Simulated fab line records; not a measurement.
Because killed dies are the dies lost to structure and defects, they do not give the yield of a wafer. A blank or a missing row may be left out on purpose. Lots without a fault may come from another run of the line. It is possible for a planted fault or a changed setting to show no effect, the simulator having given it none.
fab line records	flow sky130
record: lots: 5	wafers: 15	last_day: 49
route steps=708 shown METAL4@622 VIA4@639 METAL5@661 PAD_OPEN@708
lots that met no fault: taken from a fault-free run of the same line
start_h: start of the lot's first displayed wafer, in hours after the record's first day	wait_h: hours since the lot's step before	" unchanged from the row above	L1.1+2: several wafers, shown together as one row	- value missing, or start not given	* or withheld: withheld	< > ~ a bound
route shown NAME@n: names a module that has steps shown in the file, with the first one's number in the route	usual: average and standard deviation across the fault-free wafers	same: alike in all rows	chamber/n: place in a boat	sites: each site's reading	_std_site: the standard deviation of these	_edge_site: the outer-site mean with the inner-site mean subtracted	radius_mm: how far each site lies from the wafer's centre	mask NAME#n: copy n	behind: the last tool/chamber to shape the wafer	hold: reason for holding the lot/hours on hold/outcome of the hold	device: names the non-switching transistor (n, p or np)	end of line: tests of these same wafers at the route's end	where a step has no rows: the recipe by itself	killed: dies lost to structure and defects at the first sort, not the wafer's yield	map: a wafer's dies, marking killed ones x, the rest . and places with no die _
set.NAME: the setting the step ran with; set.NAME@STEP: the setting that earlier step ran with	model.NAME: the simulator's own value behind a step, which no gauge read
lots at some steps of the route; a table a step, a row a wafer
services: when a tool's chamber went out of use (start_h, in hours from the record's first day, below 0 if earlier), for how many hours, and the reason
== steps ==
step: SKY_METAL4_HMDS_06
recipe: prime_time_s: 60	prime_temp_c: 120
step: SKY_METAL4_COAT_07
recipe: resist: BARC	temp_c: withheld	time_s: withheld	spin_rpm: 3000	resist_thk_nm: 60
step: SKY_METAL4_COAT_08
recipe: resist: KrF-thick	spin_rpm: 3000	resist_thk_nm: 1140
step: SKY_METAL4_SOFTBAKE_09
recipe: temp_c: 100	time_s: 90	resist: KrF-thick
step: SKY_METAL4_EXPOSE_10
recipe: mask_id: MM4	na: 0.68	source_shape: annular	sigma_inner: 0.4	sigma_outer: 0.8	target_cd_nm: 300	dose_mj: 28
step: SKY_METAL4_PEB_11
recipe: peb_temp_c: withheld	peb_time_s: withheld	resist: KrF-thick
step: SKY_METAL4_DEVELOP_12
recipe: develop_time_s: 60	resist: KrF-thick	dev_temp_c: 21
step: SKY_METAL4_DESCUM_15
recipe: chemistry: O2	source_power_w: 150	bias_power_w: 0	pressure_mtorr: 10	temp_c: 40	time_s: 8
step: SKY_METAL4_ETCH_16
recipe: chemistry: N2/H2	target: BARC	ion_energy_ev: 200	bias_w: 100	pressure_mtorr: 30	n2_flow_sccm: 100	h2_flow_sccm: 200	icp_w: 500	stop_on: SiO2	time_s: 88.2	target_depth_a: 600
step: SKY_METAL4_ETCH_17
recipe: target: SiO2	stop_on: TiN	chemistry: C4F8/O2/Ar	source_w: 1500	bias_w: 1200	pressure_mtorr: 40	c4f8_flow_sccm: withheld	O2_flow_sccm: 6	Ar_flow_sccm: 300	time_s: 3.9	target_depth_a: 150
step: SKY_METAL4_METAL_ETCH_18
recipe: target_depth_a: 8450	stop_on: SiO2	over_etch_frac: 0.3	time_s: 183.1	chemistry: Cl2/BCl3	resist_sidewall_deg: 88	pressure_mtorr: 10	icp_w: 900	bias_w: 48.5	Cl2_flow_sccm: 60	bcl3_flow_sccm: 30
usual: bcl3_flow_sccm: 30.00/0.095	drypump_motor_current_A: 5.8/0.37	mfc_cl2_sccm: 59.98/0.19	oes_product_au: 0.866/0.006	rf_fwd_power_W: 896.9/2.7	throttle_valve_pct: 22.264/0.0088
lot.wafer	tool	chamber	start_h	wait_h	bcl3_flow_sccm	drypump_motor_current_A	mfc_cl2_sccm	oes_product_au	rf_fwd_power_W	rf_hours_counter_h	throttle_valve_pct
L418.4	rie_metal-01	0	1033.50	0.1	29.88	5.9	60.05	0.872	897.1	-	22.249
L418.5	"	1	"	"	29.84	6.1	59.95	0.858	897.1	-	22.259
L418.6	"	0	"	"	29.88	5.9	60.03	0.868	894.9	-	22.253
L422.2	rie_metal-01	1	1058.75	0.0	29.94	6.1	59.65	0.870	903.3	22	22.273
L422.4	"	1	"	"	29.86	6.1	60.24	0.871	897.1	-	22.260
L422.6	"	1	"	"	29.88	6.1	59.74	0.870	899.1	-	22.251
L423.1	rie_metal-01	0	1066.32	0.0	29.96	5.9	60.11	0.867	894.2	18	22.256
L423.2	"	1	"	"	30.23	6.1	59.81	0.872	895.0	23	22.262
L423.6	"	0	"	"	29.96	5.9	59.83	0.856	895.0	-	22.265
L426.2	rie_metal-01	0	1084.07	0.0	30.04	5.9	60.02	0.877	897.9	19	22.265
L426.4	"	1	"	"	29.94	6.1	60.25	0.876	900.4	-	22.255
L426.5	"	1	"	"	29.91	6.1	59.91	0.873	904.6	-	22.277
L427.1	rie_metal-01	1	1086.29	0.0	29.95	6.1	59.64	0.873	897.8	24	22.264
L427.3	"	0	"	"	30.07	5.9	59.95	0.870	899.3	-	22.275
L427.6	"	0	"	"	30.06	5.9	59.89	0.871	897.5	-	22.279
step: SKY_METAL4_STRIP_19
recipe: chemistry: O2/N2	power_w: 1400	pressure_mtorr: 1500	platen_temp_c: withheld	o2_flow_sccm: 3000	n2_flow_sccm: 300	overash_fraction: 0.5
step: SKY_METAL4_STRIP_20
recipe: chemistry: post_etch_residue_remover	time_s: 1200	temp_c: 72.5
step: SKY_METAL4_CLEAN_21
recipe: chemistry: IPA	time_s: 180	temp_c: 25
step: SKY_METAL4_CLEAN_22
recipe: chemistry: O3/DIW	dry: n2_spin
step: SKY_VIA4_HDPCVD_00
recipe: material: SiO2	target_thk_nm: 1750	sigma_open_frac: 0.3	time_s: 291.7	temp_c: 400	sih4_flow_sccm: 60	pressure_mtorr: 6
step: SKY_VIA4_CMP_02
recipe: material: SiO2	down_force_psi: 4	platen_rpm: 60	pad_velocity_m_s: 0.94248
step: SKY_VIA4_DEHYDRATE_04
recipe: temp_c: 200	time_s: 60
step: SKY_VIA4_HMDS_05
recipe: prime_time_s: 60	prime_temp_c: 120
step: SKY_VIA4_COAT_06
recipe: resist: NOVOLAK	spin_rpm: 3000	resist_thk_nm: 1140
step: SKY_VIA4_SOFTBAKE_07
recipe: temp_c: 90	time_s: 60	resist: NOVOLAK
step: SKY_VIA4_EXPOSE_08
recipe: mask_id: VIM4	na: 0.6	source_shape: conventional	sigma_outer: 0.6	polarization: unpolarized	target_cd_nm: 800	dose_mj: 132
step: SKY_VIA4_PEB_09
recipe: temp_c: withheld	time_s: *	resist: NOVOLAK
step: SKY_VIA4_DEVELOP_10
recipe: resist: NOVOLAK	developer: TMAH	develop_time_s: 60	dev_temp_c: 23
step: SKY_VIA4_ETCH_12
recipe: target: SiO2	chemistry: C4F8/O2/Ar	stop_on: TiN	mask_material: NOVOLAK	source_w: 1500	bias_w: 1200	pressure_mtorr: 40	c4f8_flow_sccm: withheld	O2_flow_sccm: 6	Ar_flow_sccm: 300	time_s: withheld	target_depth_a: 5800
step: SKY_VIA4_STRIP_13
recipe: chemistry: O2/N2	power_w: 1400	pressure_mtorr: 1500	platen_temp_c: withheld	o2_flow_sccm: 3000	n2_flow_sccm: 300	overash_fraction: 0.5
step: SKY_VIA4_STRIP_14
recipe: chemistry: post_etch_residue_remover	time_s: 1200	temp_c: 72.5
step: SKY_VIA4_CLEAN_15
recipe: chemistry: IPA	time_s: 180	temp_c: 25
step: SKY_VIA4_CLEAN_16
recipe: chemistry: O3/DIW	dry: n2_spin
step: SKY_VIA4_SPUTTER_17
recipe: material: TiN	target_thk_nm: 20	chamber_pressure_pa: 5	power_w: 4000	time_s: 80
step: SKY_VIA4_CVD_18
recipe: material: W	target_thk_nm: 505	time_s: 152.14	temp_c: 400	pressure_torr: 40
step: SKY_VIA4_CMP_21
recipe: stop_on: SiO2	t_overpolish_s: 25	down_force_psi: 3.5	platen_rpm: 60	target_thk_nm: 0	pad_velocity_m_s: 0.94248
step: SKY_METAL5_SPUTTER_00
recipe: material: Ti	target_thk_nm: 15	power_w: 3000	time_s: 10	chamber_pressure_pa: 0.4
step: SKY_METAL5_SPUTTER_01
recipe: material: TiN	target_thk_nm: 20	power_w: 6500	time_s: 16.7	chamber_pressure_pa: 0.4
step: SKY_METAL5_SPUTTER_02
recipe: material: AlCu	target_thk_nm: 1150	power_w: 10600	time_s: 61.2	chamber_pressure_pa: 0.4
step: SKY_PAD_OPEN_PROBE_99
usual: defect_limited_yield: 82.5/2	killed_at_M0_to_M3: 43/7.1	killed_at_M4_up: 3.3/2	killed_at_contacts: 24/5.1	killed_at_front_end: 15/4.6	killed_at_other: 0.3/0.6	killed_dies: 86/9.6	killed_open: 46/7.3	killed_short: 39/6.7	sort_bin_3_pad_short: 0.9/0.44	sort_bin_5_function: 10.4/1.5	sort_bin_6_memory: 6.2/1.1	sort_n_pass: 406/9.6	sort_yield_pct: 82.5/2
same: gross_dies: 492	killed_at_back_side: 0	sort_bin_4_leakage[%]: 0	sort_bin_8_speed[%]: 0
lot.wafer	tool	chamber	start_h	wait_h	defect_limited_yield[%]	killed_at_M0_to_M3	killed_at_M4_up	killed_at_contacts	killed_at_front_end	killed_at_other	killed_dies	killed_open	killed_short	sort_bin_3_pad_short[%]	sort_bin_5_function[%]	sort_bin_6_memory[%]	sort_n_pass	sort_yield_pct[%]	model.etest.tester.sort_n_pass	model.etest.tester.sort_yield_pct	model.etest.tester.sort_bin_5_pct	model.etest.tester.sort_bin_3_pct
L418.4	prober-02	-	1125.58	0.2	81.7	45	4	34	7	0	90	49	41	1.0	10.4	6.9	402	81.7	402	81.71	10.37	1.016
L418.5	prober-02	-	1125.63	0.2	83.9	46	4	26	3	0	79	45	34	0.8	10.2	5.1	413	83.9	413	83.94	10.16	0.813
L418.6	prober-02	-	1125.68	0.2	84.3	37	4	23	13	0	77	41	35	0.6	8.7	6.3	415	84.3	415	84.35	8.74	0.6098
L422.2	prober-02	-	1146.15	0.1	80.5	44	5	29	18	0	96	46	48	1.4	12.6	5.5	396	80.5	396	80.49	12.6	1.423
L422.4	prober-02	-	1146.25	0.2	83.5	34	1	26	20	0	81	39	42	0.8	9.1	6.5	411	83.5	411	83.54	9.146	0.813
L422.6	prober-02	-	1146.35	0.2	80.5	50	0	27	18	1	96	49	44	0.6	11.2	7.7	396	80.5	396	80.49	11.18	0.6098
L423.1	prober-01	-	1153.71	0.1	79.7	55	1	23	21	0	100	65	35	0.8	11.8	7.7	392	79.7	392	79.67	11.79	0.813
L423.2	prober-01	-	1153.76	0.1	72.8	38	49	31	16	0	134	49	39	3.5	17.1	6.7	358	72.8	358	72.76	17.07	3.455
L423.6	prober-01	-	1153.96	0.2	81.9	41	6	31	10	1	89	51	38	0.4	9.6	8.1	403	81.9	403	81.91	9.553	0.4065
L426.2	prober-02	-	1167.38	0.1	76.4	48	3	39	26	0	116	65	51	1.2	13.4	8.9	376	76.4	376	76.42	13.41	1.22
L426.4	prober-02	-	1167.48	0.2	72.2	45	54	24	13	1	137	50	36	1.8	19.1	6.9	355	72.2	355	72.15	19.11	1.829
L426.5	prober-02	-	1167.53	0.2	72.0	43	59	21	15	0	138	47	38	2.8	19.1	6.1	354	72.0	354	71.95	19.11	2.846
L427.1	prober-01	-	1168.58	0.1	73.2	32	57	18	25	0	132	46	33	2.8	17.1	6.9	360	73.2	360	73.17	17.07	2.846
L427.3	prober-01	-	1168.68	0.2	83.1	46	5	15	17	0	83	45	36	1.0	8.3	7.5	409	83.1	409	83.13	8.333	1.016
L427.6	prober-01	-	1168.83	0.2	83.9	33	0	24	22	0	79	42	37	1.0	10.8	4.3	413	83.9	413	83.94	10.77	1.016
killed by level:class
L418.4 LI_CONTACT:geometric_particle:open=10 VIA1:geometric_particle:open=8 CONTACT:geometric_particle:short=7 CONTACT:geometric_particle:open=7 VIA2:geometric_particle:open=7 LOCAL_INTERCONNECT:geometric_particle:short=6 METAL1:geometric_particle:short=6 VIA3:geometric_particle:short=5
L418.5 VIA1:geometric_particle:open=10 CONTACT:geometric_particle:open=10 METAL1:geometric_particle:short=9 LI_CONTACT:geometric_particle:open=9 VIA3:geometric_particle:open=6 METAL3:geometric_particle:short=5 METAL2:geometric_particle:short=4 LI_CONTACT:geometric_particle:short=3
L418.6 VIA1:geometric_particle:open=11 CONTACT:geometric_particle:open=9 LI_CONTACT:geometric_particle:open=7 METAL1:geometric_particle:short=6 VIA3:geometric_particle:open=6 LOCAL_INTERCONNECT:geometric_particle:short=4 VIA1:geometric_particle:short=4 METAL2:geometric_particle:short=3
L422.2 VIA3:geometric_particle:open=10 CONTACT:geometric_particle:open=9 METAL1:geometric_particle:short=8 LI_CONTACT:geometric_particle:open=7 VIA1:geometric_particle:open=6 VIA3:geometric_particle:short=6 LI_CONTACT:geometric_particle:short=5 FIELD_ISO:geometric_particle:open=4
L422.4 LI_CONTACT:geometric_particle:open=7 CONTACT:geometric_particle:open=7 FIELD_ISO:geometric_particle:short=6 METAL2:geometric_particle:short=6 CONTACT:geometric_particle:short=6 VIA2:geometric_particle:open=6 FIELD_ISO:geometric_particle:open=5 POLY_GATE:geometric_particle:short=5
L422.6 METAL1:geometric_particle:short=10 CONTACT:geometric_particle:open=10 VIA2:geometric_particle:open=8 POLY_GATE:geometric_particle:open=6 CONTACT:geometric_particle:short=6 VIA1:geometric_particle:open=6 VIA3:geometric_particle:open=6 LI_CONTACT:geometric_particle:open=5
L423.1 VIA1:geometric_particle:open=11 VIA2:geometric_particle:open=10 LI_CONTACT:geometric_particle:open=9 VIA3:geometric_particle:open=8 METAL1:geometric_particle:short=8 LOCAL_INTERCONNECT:geometric_particle:short=5 CONTACT:geometric_particle:open=5 FIELD_ISO:geometric_particle:short=4
L423.2 METAL4:unspecified=46 CONTACT:geometric_particle:open=10 LI_CONTACT:geometric_particle:open=8 LOCAL_INTERCONNECT:geometric_particle:short=7 VIA1:geometric_particle:open=7 VIA3:geometric_particle:open=6 METAL1:geometric_particle:short=5 VIA1:geometric_particle:short=5
L423.6 VIA1:geometric_particle:open=11 LI_CONTACT:geometric_particle:open=10 CONTACT:geometric_particle:open=9 VIA2:geometric_particle:open=8 LI_CONTACT:geometric_particle:short=4 LOCAL_INTERCONNECT:geometric_particle:short=4 CONTACT:geometric_particle:short=4 METAL1:geometric_particle:short=4
L426.2 LI_CONTACT:geometric_particle:open=11 VIA2:geometric_particle:open=10 POLY_GATE:geometric_particle:open=9 CONTACT:geometric_particle:open=9 VIA1:geometric_particle:open=9 CONTACT:geometric_particle:short=8 METAL1:geometric_particle:short=7 VIA3:geometric_particle:open=5
L426.4 METAL4:unspecified=51 LI_CONTACT:geometric_particle:open=10 VIA2:geometric_particle:open=10 CONTACT:geometric_particle:open=9 VIA1:geometric_particle:open=8 VIA1:geometric_particle:short=8 METAL2:geometric_particle:short=6 POLY_GATE:geometric_particle:open=5
L426.5 METAL4:unspecified=53 VIA1:geometric_particle:open=11 VIA2:geometric_particle:open=9 CONTACT:geometric_particle:open=8 LI_CONTACT:geometric_particle:open=6 METAL4:geometric_particle:short=6 VIA1:geometric_particle:short=5 METAL2:geometric_particle:short=5
L427.1 METAL4:unspecified=53 FIELD_ISO:geometric_particle:open=10 VIA1:geometric_particle:open=9 CONTACT:geometric_particle:open=6 LI_CONTACT:geometric_particle:short=5 POLY_GATE:geometric_particle:short=5 FIELD_ISO:geometric_particle:short=4 POLY_GATE:geometric_particle:open=4
L427.3 LI_CONTACT:geometric_particle:open=8 VIA1:geometric_particle:short=8 VIA1:geometric_particle:open=8 VIA3:geometric_particle:open=6 FIELD_ISO:geometric_particle:short=5 VIA2:geometric_particle:open=5 POLY_GATE:geometric_particle:open=4 CONTACT:geometric_particle:open=4
L427.6 LI_CONTACT:geometric_particle:open=8 FIELD_ISO:geometric_particle:open=7 LOCAL_INTERCONNECT:geometric_particle:short=7 VIA1:geometric_particle:open=6 VIA2:geometric_particle:open=6 FIELD_ISO:geometric_particle:short=5 VIA3:geometric_particle:open=5 POLY_GATE:geometric_particle:short=4
map L423.2 (x killed, . not)
__________..x.x....._________
________xxxx.x..x....._______
______xxxxxxxx.........._____
_____.xxxxxx.x.........xx____
____xxxxxxxxxxxx.......x..___
___..xxxxxxxx..x...........__
__...x.xxxxxx.x..x..x......._
_x..x.xxxx..xx..........xx.x.
_.........xxx...........x....
_...x...xx..xx.....x..x......
_...x.....x.x....xxx.xxx....x
_.......x........x......xx...
_..xxx...x.x.....x.x....x....
_x.x..xxx...x.x.............x
_...x....xx.....x............
__..x.xx.....x...x..x......x_
___.x.........x.........x.x__
____x.............x....x..___
_____................x.x.____
______.x.......x.x.....x_____
________.............._______
__________..x......._________
map L426.5 (x killed, . not)
__________.xxxx....._________
________xxxxx...x....x_______
______xxxxxxxx.x......xx_____
_____xxxxxxxxx........x..____
____xxxxxxxxxx.......x....___
___.xxxxxxxxx.x.x..x.......__
__x..xxxxxxx.....x.......xx._
_xx...xxx.xx.x..x..x.xx....x.
_....x..xx.......x..x........
_........x...........x.......
_x.......x.........x.........
_.........x..x......x...x....
_..x.x...x.........x.....xxx.
_...........xx......x......x.
_..........xx.x.....x.x...x..
__....x.x............xx....x_
___..x.....x.......x.....x.__
____.........x...x...xx..x___
_____....x...x..x...xx..x____
______.x.....x....x....._____
________...........x.._______
__________..x..x.xx._________
== services ==
tool	chamber	start_h	hours	kind
rie_metal-01	-	1055.58	0.8	repair
== key ==
first_sign: step: SKY_PAD_OPEN_PROBE_99	reading: killed_at_M4_up	direction: up	sigmas: 26	usual: 3.3	struck: 54.8
effect: step: SKY_PAD_OPEN_PROBE_99	reading: sort_n_pass	direction: down	sigmas: 5.1	usual: 406	struck: 357
model_effect: step: SKY_PAD_OPEN_PROBE_99	value: etest.tester.sort_n_pass	without: 398.2	struck: 356.8
met_at SKY_METAL4_METAL_ETCH_18
struck_wafers L423.2,L426.4,L426.5,L427.1
onset_between 1058.75 1066.32
fault: kind: chamber_particle_source	tool: rie_metal-01	chamber: 1	onset_h: 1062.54	steps: SKY_METAL4_METAL_ETCH_18	rate_per_visit_cm2: 1.1249	end_h: 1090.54
